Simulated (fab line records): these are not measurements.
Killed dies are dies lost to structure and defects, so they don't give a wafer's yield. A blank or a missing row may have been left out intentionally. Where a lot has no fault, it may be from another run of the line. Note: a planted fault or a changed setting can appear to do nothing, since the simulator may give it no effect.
What tool caused it? || flow sky130 || 33 wafers from 11 lots sampled at 5 of the route's 708 steps

## WHAT THE GAUGES SHOWED, per wafer
The record holds no reading of a measuring or inspecting step that can be judged against a usual standard deviation.

## WHICH TOOL RAN EACH LOT (tool, then ch and the chambers of the sampled wafers, then the start)
{"lot": "L665", "SKY_METAL4_SPUTTER_01": "pvd sputter-03, day 39 17:41", "SKY_VIA4_CMP_21": "cmp-01 ch 1,3, day 42 22:36", "SKY_PASSIVATION_CVD_00": "pecvd-03 ch 0,2, day 43 22:37", "SKY_PASSIVATION_COAT_06": "litho track-01 ch 0, day 44 09:53", "SKY_PASSIVATION_STRIP_12": "plasma asher-04 ch 1, day 44 20:43"}
{"lot": "L666", "SKY_METAL4_SPUTTER_01": "pvd sputter-04, day 40 10:14", "SKY_VIA4_CMP_21": "cmp-02 ch 0,1,3, day 43 13:34", "SKY_PASSIVATION_CVD_00": "pecvd-03 ch 0,1,2, day 44 13:34", "SKY_PASSIVATION_COAT_06": "litho track-03 ch 0, day 45 00:17", "SKY_PASSIVATION_STRIP_12": "plasma asher-01 ch 0,1, day 45 11:31"}
{"lot": "L667", "SKY_METAL4_SPUTTER_01": "pvd sputter-03, day 40 13:33", "SKY_VIA4_CMP_21": "cmp-01 ch 2,3, day 43 16:58", "SKY_PASSIVATION_CVD_00": "pecvd-02 ch 0,1,2, day 44 16:34", "SKY_PASSIVATION_COAT_06": "litho track-02 ch 0, day 45 03:23", "SKY_PASSIVATION_STRIP_12": "plasma asher-04 ch 0,1, day 45 14:08"}
{"lot": "L668", "SKY_METAL4_SPUTTER_01": "pvd sputter-03, day 41 02:06", "SKY_VIA4_CMP_21": "cmp-02 ch 1,2, day 44 04:26", "SKY_PASSIVATION_CVD_00": "pecvd-03 ch 0,1,2, day 45 03:13", "SKY_PASSIVATION_COAT_06": "litho track-01 ch 0, day 45 13:50", "SKY_PASSIVATION_STRIP_12": "plasma asher-03 ch 0,1, day 46 00:40"}
{"lot": "L673", "SKY_METAL4_SPUTTER_01": "pvd sputter-04, day 42 07:17", "SKY_VIA4_CMP_21": "cmp-02 ch 0,1, day 45 07:35", "SKY_PASSIVATION_CVD_00": "pecvd-03 ch 0,1,2, day 46 05:47", "SKY_PASSIVATION_COAT_06": "litho track-01 ch 0, day 46 15:40", "SKY_PASSIVATION_STRIP_12": "plasma asher-04 ch 0,1, day 47 02:52"}
{"lot": "L677", "SKY_METAL4_SPUTTER_01": "pvd sputter-04, day 43 13:35", "SKY_VIA4_CMP_21": "cmp-02 ch 0,1,3, day 46 10:50", "SKY_PASSIVATION_CVD_00": "pecvd-04 ch 0,1, day 47 07:58", "SKY_PASSIVATION_COAT_06": "litho track-01 ch 0, day 47 16:49", "SKY_PASSIVATION_STRIP_12": "plasma asher-04 ch 0,1, day 48 03:49"}
{"lot": "L680", "SKY_METAL4_SPUTTER_01": "pvd sputter-04, day 44 12:22", "SKY_VIA4_CMP_21": "cmp-01 ch 0,3, day 47 07:50", "SKY_PASSIVATION_CVD_00": "pecvd-04 ch 0,1, day 48 04:28", "SKY_PASSIVATION_COAT_06": "litho track-03 ch 0, day 48 13:16", "SKY_PASSIVATION_STRIP_12": "plasma asher-01 ch 0,1, day 48 23:33"}
{"lot": "L682", "SKY_METAL4_SPUTTER_01": "pvd sputter-04, day 44 22:03", "SKY_VIA4_CMP_21": "cmp-01 ch 0,2, day 47 16:06", "SKY_PASSIVATION_CVD_00": "pecvd-04 ch 1,2, day 48 12:10", "SKY_PASSIVATION_COAT_06": "litho track-02 ch 0, day 48 21:46", "SKY_PASSIVATION_STRIP_12": "plasma asher-03 ch 0,1, day 49 06:31"}
{"lot": "L684", "SKY_METAL4_SPUTTER_01": "pvd sputter-01, day 45 06:59", "SKY_VIA4_CMP_21": "cmp-01 ch 1,2, day 48 00:37", "SKY_PASSIVATION_CVD_00": "pecvd-04 ch 0,1,2, day 48 20:37", "SKY_PASSIVATION_COAT_06": "litho track-01 ch 0, day 49 05:07", "SKY_PASSIVATION_STRIP_12": "plasma asher-01 ch 0,1, day 49 13:43"}
{"lot": "L685", "SKY_METAL4_SPUTTER_01": "pvd sputter-01, day 45 08:27", "SKY_VIA4_CMP_21": "cmp-02 ch 1,2, day 48 02:41", "SKY_PASSIVATION_CVD_00": "pecvd-03 ch 0,1,2, day 48 22:31", "SKY_PASSIVATION_COAT_06": "litho track-01 ch 0, day 49 07:02", "SKY_PASSIVATION_STRIP_12": "plasma asher-03 ch 0,1, day 49 16:46"}
{"lot": "L688", "SKY_METAL4_SPUTTER_01": "pvd sputter-04, day 46 15:59", "SKY_VIA4_CMP_21": "cmp-02 ch 1,2, day 49 05:51", "SKY_PASSIVATION_CVD_00": "pecvd-03 ch 0,1, day 50 00:52", "SKY_PASSIVATION_COAT_06": "litho track-03 ch 0, day 50 08:37", "SKY_PASSIVATION_STRIP_12": "plasma asher-04 ch 0,1, day 50 17:22"}
- SKY_METAL4_SPUTTER_01: material TiN, target thk 20 nm, time 16.7 s.
- SKY_VIA4_CMP_21: polishes, stops on SiO2, t overpolish 25 s, target thk 0 nm.
- SKY_PASSIVATION_CVD_00: deposits SiO2, target thk 90 nm.
- SKY_PASSIVATION_COAT_06: resist thk 3000 nm.
- SKY_PASSIVATION_STRIP_12: strips in O2/N2.

## WHAT THE TOOLS THEMSELVES READ (means of the sampled wafers that have a number; where no wafer has one, the mark that the record gives instead)
SKY_METAL4_SPUTTER_01. Usual: throttle valve pct reads 29.9 % (standard deviation 0.82).
{"lot": "L665", "tool": "pvd sputter-03", "throttle valve pct (%)": 30.0, "flag": ""}
{"lot": "L666", "tool": "pvd sputter-04", "throttle valve pct (%)": 29.8, "flag": ""}
{"lot": "L667", "tool": "pvd sputter-03", "throttle valve pct (%)": 29.8, "flag": ""}
{"lot": "L668", "tool": "pvd sputter-03", "throttle valve pct (%)": 29.9, "flag": ""}
{"lot": "L673", "tool": "pvd sputter-04", "throttle valve pct (%)": 29.9, "flag": ""}
{"lot": "L677", "tool": "pvd sputter-04", "throttle valve pct (%)": 30.7, "flag": ""}
{"lot": "L680", "tool": "pvd sputter-04", "throttle valve pct (%)": 30.0, "flag": ""}
{"lot": "L682", "tool": "pvd sputter-04", "throttle valve pct (%)": 30.3, "flag": ""}
{"lot": "L684", "tool": "pvd sputter-01", "throttle valve pct (%)": 29.2, "flag": ""}
{"lot": "L685", "tool": "pvd sputter-01", "throttle valve pct (%)": 28.5, "flag": ""}
{"lot": "L688", "tool": "pvd sputter-04", "throttle valve pct (%)": 29.8, "flag": ""}

SKY_VIA4_CMP_21. Usual: motor current A 10.8 A, standard deviation 1.4; overpolish run s 24.999 s, standard deviation 0.0096; time to endpoint s 122 s, standard deviation 3.6.
{"lot": "L665", "tool": "cmp-01", "motor current A (A)": 10.1, "overpolish run s (s)": 24.994, "time to endpoint s (s)": 120, "flag": ""}
{"lot": "L666", "tool": "cmp-02", "motor current A (A)": 10.3, "overpolish run s (s)": 25.000, "time to endpoint s (s)": 118, "flag": ""}
{"lot": "L667", "tool": "cmp-01", "motor current A (A)": 12.1, "overpolish run s (s)": 25.006, "time to endpoint s (s)": 119, "flag": ""}
{"lot": "L668", "tool": "cmp-02", "motor current A (A)": 9.4, "overpolish run s (s)": 25.009, "time to endpoint s (s)": 123, "flag": ""}
{"lot": "L673", "tool": "cmp-02", "motor current A (A)": 9.0, "overpolish run s (s)": 25.005, "time to endpoint s (s)": 124, "flag": ""}
{"lot": "L677", "tool": "cmp-02", "motor current A (A)": 10.0, "overpolish run s (s)": 25.007, "time to endpoint s (s)": 125, "flag": ""}
{"lot": "L680", "tool": "cmp-01", "motor current A (A)": 10.0, "overpolish run s (s)": 24.994, "time to endpoint s (s)": 119, "flag": ""}
{"lot": "L682", "tool": "cmp-01", "motor current A (A)": 11.9, "overpolish run s (s)": 24.999, "time to endpoint s (s)": 124, "flag": ""}
{"lot": "L684", "tool": "cmp-01", "motor current A (A)": 11.7, "overpolish run s (s)": 25.003, "time to endpoint s (s)": 122, "flag": ""}
{"lot": "L685", "tool": "cmp-02", "motor current A (A)": 9.5, "overpolish run s (s)": 24.997, "time to endpoint s (s)": 128, "flag": ""}
{"lot": "L688", "tool": "cmp-02", "motor current A (A)": 10.4, "overpolish run s (s)": 25.002, "time to endpoint s (s)": 128, "flag": ""}

SKY_PASSIVATION_CVD_00. Usual: heater power w 706 W, standard deviation 88; susceptor temp C 400.01 C, standard deviation 0.2.
{"lot": "L665", "tool": "pecvd-03", "heater power w (W)": 691, "susceptor temp C (C)": 400.02, "flag": ""}
{"lot": "L666", "tool": "pecvd-03", "heater power w (W)": 680, "susceptor temp C (C)": 400.05, "flag": ""}
{"lot": "L667", "tool": "pecvd-02", "heater power w (W)": 646, "susceptor temp C (C)": 399.81, "flag": ""}
{"lot": "L668", "tool": "pecvd-03", "heater power w (W)": 775, "susceptor temp C (C)": 400.19, "flag": ""}
{"lot": "L673", "tool": "pecvd-03", "heater power w (W)": 730, "susceptor temp C (C)": 400.12, "flag": ""}
{"lot": "L677", "tool": "pecvd-04", "heater power w (W)": 701, "susceptor temp C (C)": 399.97, "flag": ""}
{"lot": "L680", "tool": "pecvd-04", "heater power w (W)": 714, "susceptor temp C (C)": 400.14, "flag": ""}
{"lot": "L682", "tool": "pecvd-04", "heater power w (W)": 628, "susceptor temp C (C)": 399.95, "flag": ""}
{"lot": "L684", "tool": "pecvd-04", "heater power w (W)": 668, "susceptor temp C (C)": 399.96, "flag": ""}
{"lot": "L685", "tool": "pecvd-03", "heater power w (W)": 800, "susceptor temp C (C)": 399.90, "flag": ""}
{"lot": "L688", "tool": "pecvd-03", "heater power w (W)": 856, "susceptor temp C (C)": 399.92, "flag": ""}

SKY_PASSIVATION_COAT_06. Usual: spin speed rpm reads 1999.8 rpm (standard deviation 1.1).
{"lot": "L665", "tool": "litho track-01", "spin speed rpm (rpm)": 2000.6, "flag": ""}
{"lot": "L666", "tool": "litho track-03", "spin speed rpm (rpm)": 2000.0, "flag": ""}
{"lot": "L667", "tool": "litho track-02", "spin speed rpm (rpm)": 1999.3, "flag": ""}
{"lot": "L668", "tool": "litho track-01", "spin speed rpm (rpm)": 2000.0, "flag": ""}
{"lot": "L673", "tool": "litho track-01", "spin speed rpm (rpm)": 2000.9, "flag": ""}
{"lot": "L677", "tool": "litho track-01", "spin speed rpm (rpm)": 1999.7, "flag": ""}
{"lot": "L680", "tool": "litho track-03", "spin speed rpm (rpm)": 2000.5, "flag": ""}
{"lot": "L682", "tool": "litho track-02", "spin speed rpm (rpm)": 1999.6, "flag": ""}
{"lot": "L684", "tool": "litho track-01", "spin speed rpm (rpm)": 2126.1, "flag": "OFF"}
{"lot": "L685", "tool": "litho track-01", "spin speed rpm (rpm)": 2126.7, "flag": "OFF"}
{"lot": "L688", "tool": "litho track-03", "spin speed rpm (rpm)": 1999.6, "flag": ""}

SKY_PASSIVATION_STRIP_12. Usual: drypump motor current A 5.5 A, standard deviation 0.53; oes product au 0.660 a.u., standard deviation 0.0048; strip time to endpoint s 31.57 s, standard deviation 0.12.
{"lot": "L665", "tool": "plasma asher-04", "drypump motor current A (A)": 4.8, "oes product au (a.u.)": 0.662, "strip time to endpoint s (s)": 31.50, "flag": ""}
{"lot": "L666", "tool": "plasma asher-01", "drypump motor current A (A)": 5.6, "oes product au (a.u.)": 0.654, "strip time to endpoint s (s)": 31.70, "flag": ""}
{"lot": "L667", "tool": "plasma asher-04", "drypump motor current A (A)": 5.8, "oes product au (a.u.)": 0.659, "strip time to endpoint s (s)": 31.49, "flag": ""}
{"lot": "L668", "tool": "plasma asher-03", "drypump motor current A (A)": 5.1, "oes product au (a.u.)": 0.664, "strip time to endpoint s (s)": 31.61, "flag": ""}
{"lot": "L673", "tool": "plasma asher-04", "drypump motor current A (A)": 5.7, "oes product au (a.u.)": 0.658, "strip time to endpoint s (s)": 31.64, "flag": ""}
{"lot": "L677", "tool": "plasma asher-04", "drypump motor current A (A)": 5.7, "oes product au (a.u.)": 0.664, "strip time to endpoint s (s)": 31.60, "flag": ""}
{"lot": "L680", "tool": "plasma asher-01", "drypump motor current A (A)": 5.6, "oes product au (a.u.)": 0.661, "strip time to endpoint s (s)": 31.43, "flag": ""}
{"lot": "L682", "tool": "plasma asher-03", "drypump motor current A (A)": 5.4, "oes product au (a.u.)": 0.663, "strip time to endpoint s (s)": 31.41, "flag": ""}
{"lot": "L684", "tool": "plasma asher-01", "drypump motor current A (A)": 5.7, "oes product au (a.u.)": 0.663, "strip time to endpoint s (s)": 30.58, "flag": "OFF"}
{"lot": "L685", "tool": "plasma asher-03", "drypump motor current A (A)": 5.4, "oes product au (a.u.)": 0.661, "strip time to endpoint s (s)": 30.48, "flag": "OFF"}
{"lot": "L688", "tool": "plasma asher-04", "drypump motor current A (A)": 5.8, "oes product au (a.u.)": 0.659, "strip time to endpoint s (s)": 31.52, "flag": ""}

## THE ANSWER, worked out from the rows above alone
Rule: a lot is off if the mean of its wafers that have a number lies more than 3 standard deviations from the usual mean. A lot without any number at a reading at which 4 lots or more have one is off too. Where the step has rows for the other lots, those lots are counted as sound. Order of review: gauges by route order, followed by the tools' own readings, for which a lot's mean as printed above is used. At the first step where some lot is off, the reading lying furthest off is the one used; lots without a number count as furthest.
Off, at SKY_PASSIVATION_COAT_06 on spin speed rpm: L684, L685.
If a tool, at that step or one of the process steps before it, ran each lot that is off and ran no sound lot following the first of them, it fits. Undecided on this evidence; 2 tools fit (pvd sputter-01 at SKY_METAL4_SPUTTER_01, litho track-01 at SKY_PASSIVATION_COAT_06).

## WHAT HAD BEEN PUT IN BY THE SIMULATOR
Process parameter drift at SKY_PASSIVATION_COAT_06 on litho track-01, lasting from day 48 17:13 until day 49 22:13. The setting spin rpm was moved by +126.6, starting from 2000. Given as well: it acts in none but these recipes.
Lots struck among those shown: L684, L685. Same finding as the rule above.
